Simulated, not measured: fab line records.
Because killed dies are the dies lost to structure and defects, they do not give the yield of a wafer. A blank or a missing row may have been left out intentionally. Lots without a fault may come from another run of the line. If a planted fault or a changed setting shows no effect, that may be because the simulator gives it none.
What tool caused it? ; flow gf180mcu ; 18 wafers from 6 lots sampled at 2 of the route's 602 steps

WHAT THE GAUGES READ, wafer by wafer
GF_HV_LDD_THK_MEAS_57.
lot;measured;on;HV_LDD_CVD_56_THK (nm)
L621;day 12 19:53;film metro-03;89.2 89.5 88.8
L625;day 14 04:38;film metro-01;90.1 88.5 89.2
L627;day 14 16:31;film metro-01;89.3 89.4 89.3
L632;day 16 13:25;film metro-03;94.2 94.2 93.9
L641;day 19 14:11;film metro-02;91.2 91.7 91.3
L643;day 20 10:10;film metro-03;91.0 91.2 90.7

TOOL THAT RAN EACH LOT (tool first, then ch and the chambers of the sampled wafers, then the start)
lot;GF_HV_LDD_CVD_56
L621;lpcvd-02 ch 0, day 12 18:25
L625;lpcvd-02 ch 1, day 14 03:13
L627;lpcvd-02 ch 1, day 14 15:05
L632;lpcvd-02 ch 1, day 16 11:58
L641;lpcvd-02 ch 1, day 19 12:45
L643;lpcvd-02 ch 0, day 20 08:45
- GF_HV_LDD_CVD_56: deposits Si3N4 from DCS/NH3, target thk 90 nm, time 1543 s.

THE ANSWER, worked out from the rows above alone
Rule: usual is defined by the lots themselves. The widest of any qualifying gaps counts: lots, ordered by their means at a reading, are off when they make up no more than a third of the lots, leave a main group of 4 or more, and stand apart from it by 3 or more times the standard deviation of that group's means. The tables above print the reading to a certain number of digits; a main group whose means all agree to those digits is not used. Also off: a lot with no number at a reading for which 4 or more lots have one. The other lots that the step has rows for count as sound.
No lot is off on any of the readings shown, so nothing can be concluded from this.

WHAT THE SIMULATOR HAD INSERTED
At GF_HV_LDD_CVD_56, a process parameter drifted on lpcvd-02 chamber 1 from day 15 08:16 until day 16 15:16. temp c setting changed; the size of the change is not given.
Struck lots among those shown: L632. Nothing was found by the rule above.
